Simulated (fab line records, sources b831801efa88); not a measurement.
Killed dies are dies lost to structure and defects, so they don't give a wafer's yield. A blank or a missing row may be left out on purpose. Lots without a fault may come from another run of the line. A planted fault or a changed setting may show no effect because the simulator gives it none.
Which tool did it? | flow gf180mcu | 11 lots, 33 wafers sampled, at 5 steps of a route of 602

WHAT THE GAUGES READ, wafer by wafer
GF_V4_RS_MEAS_24: measures by four-point-probe. Usual: V4_W_RS 0.326 ohm/sq, standard deviation 0.0033.
lot  | measured     | on            | V4_W_RS (ohm/sq)  | flag
L807 | day 24 09:19 | film_metro-02 | 0.326 0.325 0.327 |
L808 | day 25 04:59 | film_metro-02 | 0.325 0.322 0.321 |
L810 | day 25 08:23 | film_metro-02 | 0.324 0.324 0.328 |
L815 | day 27 02:26 | film_metro-02 | 0.324 0.324 0.323 |
L820 | day 28 19:22 | film_metro-02 | 0.356 0.355 0.357 | OFF
L821 | day 29 04:01 | film_metro-04 | 0.354 0.353 0.353 | OFF
L823 | day 29 07:37 | film_metro-04 | 0.328 0.329 0.330 |
L824 | day 29 22:26 | film_metro-01 | 0.325 0.329 0.326 |
L827 | day 30 23:48 | film_metro-04 | 0.327 0.326 0.328 |
L829 | day 31 05:32 | film_metro-01 | 0.328 0.327 0.330 |
L830 | day 31 10:10 | film_metro-01 | 0.328 0.328 0.323 |

GF_V4_THK_MEAS_25: measures by xrf. Usual: V4_W_THK 379 nm, standard deviation 4.6.
lot  | measured     | on            | V4_W_THK (nm) | flag
L807 | day 24 09:26 | film_metro-02 | 379 379 380   |
L808 | day 25 05:06 | film_metro-02 | 380 380 384   |
L810 | day 25 08:28 | film_metro-02 | 379 379 375   |
L815 | day 27 02:32 | film_metro-02 | 382 378 382   |
L820 | day 28 19:29 | film_metro-02 | 343 344 345   | OFF
L821 | day 29 04:08 | film_metro-04 | 348 348 349   | OFF
L823 | day 29 07:44 | film_metro-04 | 377 377 373   |
L824 | day 29 22:33 | film_metro-01 | 383 376 380   |
L827 | day 30 23:55 | film_metro-04 | 376 378 374   |
L829 | day 31 05:40 | film_metro-01 | 377 379 377   |
L830 | day 31 10:17 | film_metro-01 | 380 381 383   |

WHICH TOOL RAN EACH LOT (tool, then ch and the chambers of the sampled wafers, then the start)
lot  | GF_V3_STRIP_18                       | GF_M4_SPUTTER_03             | GF_V4_CVD_23
L807 | plasma_asher-03 ch 0,1, day 22 08:10 | pvd_sputter-03, day 22 09:34 | cvd_w-02 ch 0,1, day 24 09:11
L808 | plasma_asher-02 ch 0,1, day 23 03:44 | pvd_sputter-03, day 23 05:07 | cvd_w-02 ch 0,1, day 25 04:52
L810 | plasma_asher-03 ch 0,1, day 23 08:14 | pvd_sputter-03, day 23 09:38 | cvd_w-01 ch 0,1, day 25 08:14
L815 | plasma_asher-02 ch 0,1, day 25 05:05 | pvd_sputter-03, day 25 06:29 | cvd_w-02 ch 0,1, day 27 02:19
L820 | plasma_asher-02 ch 0,1, day 26 23:55 | pvd_sputter-02, day 27 01:18 | cvd_w-02 ch 0,1, day 28 19:14
L821 | plasma_asher-01 ch 0,1, day 27 08:50 | pvd_sputter-02, day 27 10:15 | cvd_w-02 ch 0,1, day 29 03:54
L823 | plasma_asher-03 ch 0,1, day 27 12:39 | pvd_sputter-02, day 27 14:02 | cvd_w-01 ch 0,1, day 29 07:31
L824 | plasma_asher-02 ch 0,1, day 28 04:21 | pvd_sputter-04, day 28 05:48 | cvd_w-01 ch 0,1, day 29 22:19
L827 | plasma_asher-01 ch 0,1, day 29 06:12 | pvd_sputter-02, day 29 07:42 | cvd_w-01 ch 1, day 30 23:41
L829 | plasma_asher-03 ch 0,1, day 29 13:25 | pvd_sputter-03, day 29 14:53 | cvd_w-01 ch 1, day 31 05:26
L830 | plasma_asher-01 ch 0,1, day 29 18:41 | pvd_sputter-02, day 29 20:14 | cvd_w-01 ch 0, day 31 10:02
- GF_V3_STRIP_18: strips in O2/N2.
- GF_M4_SPUTTER_03: material Ti, target thk 10 nm, time 6.7 s.
- GF_V4_CVD_23: deposits W, target thk 350 nm, time 104.9 s.

WHAT THE TOOLS THEMSELVES READ (means of the sampled wafers that have a number; where no wafer has one, the mark that the record gives instead)
GF_V3_STRIP_18. Usual: drypump_motor_current_A 6.1 A, standard deviation 0.44; heater_power_w 332 W, standard deviation 32; oes_product_au 0.593 a.u., standard deviation 0.0054.
lot  | tool            | drypump_motor_current_A (A) | heater_power_w (W) | oes_product_au (a.u.) | flag
L807 | plasma_asher-03 | 5.7                         | 300                | 0.596                 |
L808 | plasma_asher-02 | 6.6                         | 357                | 0.595                 |
L810 | plasma_asher-03 | 5.8                         | 331                | 0.583                 |
L815 | plasma_asher-02 | 6.7                         | 351                | 0.600                 |
L820 | plasma_asher-02 | 6.6                         | 357                | 0.588                 |
L821 | plasma_asher-01 | 5.8                         | 308                | 0.594                 |
L823 | plasma_asher-03 | 5.7                         | 299                | 0.592                 |
L824 | plasma_asher-02 | 6.7                         | 356                | 0.597                 |
L827 | plasma_asher-01 | 5.8                         | 307                | 0.594                 |
L829 | plasma_asher-03 | 5.7                         | 308                | 0.588                 |
L830 | plasma_asher-01 | 5.8                         | 313                | 0.593                 |

GF_M4_SPUTTER_03. Usual: throttle_valve_pct 29.9 %, standard deviation 1.1.
lot  | tool           | throttle_valve_pct (%) | flag
L807 | pvd_sputter-03 | 30.9                   |
L808 | pvd_sputter-03 | 29.7                   |
L810 | pvd_sputter-03 | 30.3                   |
L815 | pvd_sputter-03 | 31.0                   |
L820 | pvd_sputter-02 | 29.1                   |
L821 | pvd_sputter-02 | 29.2                   |
L823 | pvd_sputter-02 | 29.4                   |
L824 | pvd_sputter-04 | 30.1                   |
L827 | pvd_sputter-02 | 29.1                   |
L829 | pvd_sputter-03 | 29.5                   |
L830 | pvd_sputter-02 | 29.7                   |

GF_V4_CVD_23. Usual: chamber_pressure_Torr 40.01 Torr, standard deviation 0.088; heater_power_w 1009 W, standard deviation 110; susceptor_temp_C 399.93 C, standard deviation 0.22.
lot  | tool     | chamber_pressure_Torr (Torr) | heater_power_w (W) | susceptor_temp_C (C) | flag
L807 | cvd_w-02 | 40.00                        | 893                | 399.85               |
L808 | cvd_w-02 | 39.98                        | 871                | 399.79               |
L810 | cvd_w-01 | 40.07                        | 1104               | 399.92               |
L815 | cvd_w-02 | 39.99                        | 885                | 399.98               |
L820 | cvd_w-02 | 33.90                        | 899                | 399.67               | OFF
L821 | cvd_w-02 | 33.95                        | 889                | 400.24               | OFF
L823 | cvd_w-01 | 39.98                        | 1113               | 399.68               |
L824 | cvd_w-01 | 40.03                        | 1066               | 400.07               |
L827 | cvd_w-01 | 39.98                        | 1159               | 399.92               |
L829 | cvd_w-01 | 40.10                        | 1162               | 400.15               |
L830 | cvd_w-01 | 39.94                        | 1026               | 399.94               |

THE ANSWER, worked out from the rows above alone
Rule: a lot is off if the mean of its wafers that have a number lies more than 3 standard deviations from the usual mean. A lot without any number at a reading at which 4 lots or more have one is off too. The other lots that the step has rows for count as sound. The gauges are gone through in route order, then the tools' own readings, and for those a lot's mean is taken as printed above. The first step at which some lot is off is used, and at that step the reading that is off furthest; a lot without a number counts as furthest.
Off: L820, L821, at GF_V4_RS_MEAS_24 (V4_W_RS).
A tool fits if, at a process step before that reading, it ran every lot that is off, and no sound lot after the first of them. The gauges at GF_V4_RS_MEAS_24 aren't tried: what is off there is off at GF_V4_CVD_23 too, on other tools, and a gauge's error can't cause that. One fits: cvd_w-02 at GF_V4_CVD_23. Its last sound lot is L815 (day 27 02:19), its first lot that is off L820 (day 28 19:14): a fault that began between those two fits.
The tool's own readings at GF_V4_CVD_23 bear it out: on the lots that are off they differ by more than 5 times the standard deviation of the sound lots' means. chamber_pressure_Torr reads 33.92 Torr there against 40.01 Torr on the sound lots.

WHAT THE SIMULATOR HAD PUT IN
Process parameter drift: cvd_w-02, from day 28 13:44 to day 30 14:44, at GF_V4_CVD_23. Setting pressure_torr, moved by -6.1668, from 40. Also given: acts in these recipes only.
Lots struck among those shown: L820, L821. The rule above found the same.
